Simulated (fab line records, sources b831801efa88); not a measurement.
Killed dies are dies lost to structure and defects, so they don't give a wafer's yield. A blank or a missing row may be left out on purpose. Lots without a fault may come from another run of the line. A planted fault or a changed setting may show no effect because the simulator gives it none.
fab line records | flow sky130 | part 2 of 2: steps 29 to 38 of 38
record lots=5 wafers=15 last_day=51
route steps=708 shown CAP2M@618 METAL4@621 VIA4@639
lots that met no fault: from a run of the same line without faults
start_h: hours from the record's first day to the start of the lot's first wafer shown | wait_h: hours since the lot's step before | " the same as in the row above | L1.1+2: a row that stands for several wafers | - no value, or no start given | * or withheld: withheld | < > ~ a bound
route shown NAME@n: a module of which the file shows steps, and the number in the route of the first | usual: mean/standard deviation of fault-free wafers | same: alike in all rows | chamber/n: place in a boat | sites: the reading at each site | _std_site: their standard deviation | _edge_site: outer sites' mean less inner sites' | radius_mm: how far each site lies from the wafer's centre | mask NAME#n: copy n | behind: the tool/chamber that last shaped the wafer | hold: why the lot was held/for how many hours/how that ended | device: the transistor (n, p or np) that didn't switch | end of line: the same wafers' tests at the end of the route | a step without rows: its recipe alone | killed: dies lost to structure and defects at the first sort, not the wafer's yield | map: a wafer's dies, x killed, . not, _ none there
set.NAME: the setting as run; set.NAME@STEP: as run at that earlier step | model.NAME: the simulator's own value behind a step, which no gauge read
lots at some steps of the route; a table a step, a row a wafer
services: from which hour (start_h, from the record's first day; less than 0 if before it) a tool's chamber was out of use, for how many hours, and why
## steps
# step SKY_VIA4_SOFTBAKE_07
# recipe temp_c=90 time_s=60 resist=NOVOLAK
# columns lot.wafer tool chamber start_h wait_h
L077.2+3+4 litho_track-02 0 1035.17 0.1
L088.2+3+5 litho_track-03 0 1107.10 0.1
L092.2+3+4 litho_track-01 0 1141.32 0.1
L093.2+5+6 litho_track-03 0 1146.50 0.1
L097.2+3+5 litho_track-02 0 1156.57 0.1
# step SKY_VIA4_EXPOSE_08
# recipe mask_id=VIM4 na=0.6 source_shape=conventional sigma_outer=0.6 polarization=unpolarized target_cd_nm=800 dose_mj=132
# usual focus_offset_nm=0.2/0.47
# columns lot.wafer tool chamber start_h wait_h mask focus_offset_nm
L077.2 iline_stepper-02 0 - - VIM4#0 0.5
L077.3 " 0 " " VIM4#0 1.0
L077.4 " 0 " " VIM4#0 0.7
L088.2 iline_stepper-01 0 - - VIM4#0 -0.2
L088.3 " 0 " " VIM4#0 -0.5
L088.5 " 0 " " VIM4#0 -0.4
L092.2 iline_stepper-02 0 - - VIM4#0 0.1
L092.3 " 0 " " VIM4#0 0.0
L092.4 " 0 " " VIM4#0 0.0
L093.2 iline_stepper-02 0 - - VIM4#0 0.9
L093.5 " 0 " " VIM4#0 0.0
L093.6 " 0 " " VIM4#0 0.1
L097.2 iline_stepper-02 0 - - VIM4#0 -0.4
L097.3 " 0 " " VIM4#0 0.4
L097.5 " 0 " " VIM4#0 0.4
# step SKY_VIA4_PEB_09
# recipe temp_c=withheld time_s=* resist=NOVOLAK
# columns lot.wafer tool chamber start_h wait_h
L077.2+3+4 litho_track-01 0 - -
L088.2+3+5 litho_track-01 0 - -
L092.2+3+4 litho_track-03 0 - -
L093.2+5+6 litho_track-01 0 - -
L097.2+3+5 litho_track-03 0 - -
# step SKY_VIA4_DEVELOP_10
# recipe resist=NOVOLAK developer=TMAH develop_time_s=60 dev_temp_c=23
# columns lot.wafer tool chamber start_h wait_h
L077.2+3+4 litho_track-01 0 1046.67 0.1
L088.2+3+5 litho_track-01 0 1117.92 0.1
L092.2+3+4 litho_track-03 0 1150.10 0.1
L093.2+5+6 litho_track-01 0 1156.02 0.1
L097.2+3+5 litho_track-03 0 1165.25 0.1
# step SKY_VIA4_OVL_MEAS_11
# usual VIA4_OVL=-0.6/1.4
# columns lot.wafer tool chamber start_h wait_h VIA4_OVL[nm]
L077.2 overlay-02 - 1046.80 0.1 0.6
L077.3 " - " " 0.3
L077.4 " - " " 2.1
L088.2 overlay-02 - 1118.05 0.1 0.6
L088.3 " - " " 0.8
L088.5 " - " " -0.3
L092.2 overlay-02 - 1150.23 0.1 -2.5
L092.3 " - " " -1.9
L092.4 " - " " -1.7
L093.2 overlay-01 - 1156.15 0.1 0.2
L093.5 " - " " 0.1
L093.6 " - " " -1.7
L097.2 overlay-01 - 1165.38 0.1 -1.4
L097.3 " - " " -0.8
L097.5 " - " " -1.4
# step SKY_VIA4_ETCH_12
# recipe target=SiO2 chemistry=C4F8/O2/Ar stop_on=TiN mask_material=NOVOLAK source_w=1500 bias_w=1200 pressure_mtorr=40 c4f8_flow_sccm=withheld O2_flow_sccm=6 Ar_flow_sccm=300 time_s=withheld target_depth_a=5800
# usual chamber_pressure_mTorr=40.01/0.036 oes_product_au=0.926/0.0046
# columns lot.wafer tool chamber start_h wait_h chamber_pressure_mTorr oes_product_au
L077.2 rie_diel-03 3 1046.83 0.0 40.00 0.929
L077.3 " 0 " " 39.99 0.924
L077.4 " 2 " " 40.03 0.921
L088.2 rie_diel-04 2 1118.08 0.0 40.00 0.932
L088.3 " 1 " " 39.98 0.926
L088.5 " 2 " " 40.01 0.924
L092.2 rie_diel-04 3 1150.26 0.0 40.01 0.928
L092.3 " 1 " " 40.00 0.928
L092.4 " 2 " " 40.03 0.927
L093.2 rie_diel-04 2 1156.18 0.0 39.96 0.929
L093.5 " 3 " " 39.93 0.923
L093.6 " 0 " " 40.04 0.928
L097.2 rie_diel-02 1 1165.41 0.0 40.03 0.933
L097.3 " 0 " " 40.03 0.921
L097.5 " 1 " " 40.04 0.921
# step SKY_VIA4_STRIP_13
# recipe chemistry=O2/N2 power_w=1400 pressure_mtorr=1500 platen_temp_c=withheld o2_flow_sccm=3000 n2_flow_sccm=300 overash_fraction=0.5
# usual chamber_pressure_mTorr=1500.0/1.3 drypump_motor_current_A=5.7/0.38 oes_product_au=0.709/0.0041 strip_time_to_endpoint_s=12.802/0.026
# columns lot.wafer tool chamber start_h wait_h chamber_pressure_mTorr drypump_motor_current_A oes_product_au rf_hours_counter_h strip_time_to_endpoint_s
L077.2 plasma_asher-02 0 1046.90 - 1498.8 5.4 0.710 58 12.799
L077.3 " 1 " " 1501.4 5.4 0.710 - 12.790
L077.4 " 0 " " 1502.0 5.4 0.705 - 12.815
L088.2 plasma_asher-03 1 1118.15 - 1499.9 6.4 0.711 3 12.775
L088.3 " 1 " " 1499.8 6.5 0.704 - 12.790
L088.5 " 1 " " 1499.9 6.4 0.718 - 12.795
L092.2 plasma_asher-04 1 1150.34 - 1500.6 5.6 0.705 41 12.771
L092.3 " 1 " " 1498.7 5.6 0.706 - 12.762
L092.4 " 0 " " 1500.0 5.5 0.710 - 12.779
L093.2 plasma_asher-02 1 1156.25 - 1500.0 5.4 0.709 70 12.839
L093.5 " 0 " " 1499.9 5.5 0.712 - 12.793
L093.6 " 1 " " 1500.2 5.4 0.704 - 12.771
L097.2 plasma_asher-03 0 1165.49 - 1500.2 5.3 0.712 8 12.854
L097.3 " 0 " " 1499.3 5.3 0.706 - 12.842
L097.5 " 1 " " 1500.1 6.4 0.711 - 12.821
# step SKY_VIA4_STRIP_14
# recipe chemistry=post_etch_residue_remover time_s=1200 temp_c=72.5
# usual temp_c=72.50/0.12
# columns lot.wafer tool chamber start_h wait_h temp_c
L077.2 wet_bench-03 1 1047.00 0.1 72.53
L077.3 " 1 " " 72.54
L077.4 " 1 " " 72.58
L088.2 wet_bench-01 0 1118.25 0.1 72.40
L088.3 " 0 " " 72.52
L088.5 " 0 " " 72.47
L092.2 wet_bench-02 2 1150.44 0.1 72.53
L092.3 " 2 " " 72.37
L092.4 " 2 " " 72.33
L093.2 wet_bench-03 3 1156.39 0.1 72.29
L093.5 " 3 " " 72.38
L093.6 " 3 " " 72.35
L097.2 wet_bench-02 0 1165.59 0.1 72.42
L097.3 " 0 " " 72.52
L097.5 " 0 " " 72.37
# step SKY_VIA4_CLEAN_15
# recipe chemistry=IPA time_s=180 temp_c=25
# usual temp_c=24.98/0.1
# columns lot.wafer tool chamber start_h wait_h temp_c
L077.2 wet_bench-03 3 1047.34 0.0 25.07
L077.3 " 3 " " 25.19
L077.4 " 3 " " 25.07
L088.2 wet_bench-01 0 1118.59 0.0 25.07
L088.3 " 0 " " 24.92
L088.5 " 0 " " 24.90
L092.2 wet_bench-03 2 1150.78 0.0 25.00
L092.3 " 2 " " 24.97
L092.4 " 2 " " 24.85
L093.2 wet_bench-01 2 1156.73 0.0 24.95
L093.5 " 2 " " 25.12
L093.6 " 2 " " 25.12
L097.2 wet_bench-02 3 1165.93 0.0 24.92
L097.3 " 3 " " 24.95
L097.5 " 3 " " 24.98
# step SKY_VIA4_CLEAN_16
# recipe chemistry=O3/DIW dry=n2_spin
# columns lot.wafer tool chamber start_h wait_h
L077.2+3+4 wet_bench-03 2 1047.40 0.0
L088.2+3+5 wet_bench-03 3 1118.65 0.0
L092.2+3+4 wet_bench-02 3 1150.84 0.0
L093.2+5+6 wet_bench-02 2 1156.80 0.0
L097.2+3+5 wet_bench-02 2 1165.99 0.0
## services
# columns tool chamber start_h hours kind
rie_metal-02 0 982.23 2.6 repair
krf_scanner-01 - 989.96 0.7 repair
hdpcvd-02 - 998.77 3.0 repair
krf_scanner-01 - 1009.06 1.0 pm
wet_bench-01 - 1026.50 0.6 repair
wet_bench-04 - 1027.57 3.2 repair
rie_diel-03 - 1028.05 0.4 repair
rie_diel-04 2 1038.60 8.5 repair
rie_diel-03 3 1039.49 2.2 repair
cmp-01 - 1042.16 0.9 repair
cmp-01 - 1046.11 2.8 pm
krf_scanner-01 - 1049.31 0.1 repair
rie_diel-03 1 1058.59 1.6 repair
rie_diel-04 2 1058.72 13.5 repair
rie_diel-04 3 1064.12 3.3 repair
krf_scanner-01 - 1069.07 0.8 pm
iline_stepper-02 - 1073.85 1.7 pm
rie_diel-03 - 1078.68 1.5 repair
iline_stepper-02 - 1081.15 2.1 pm
hdpcvd-02 - 1082.93 2.8 pm
cmp-01 - 1084.11 4.0 pm
rie_diel-04 3 1097.11 21.6 repair
rie_metal-03 0 1100.75 2.8 repair
rie_diel-04 - 1103.98 0.4 repair
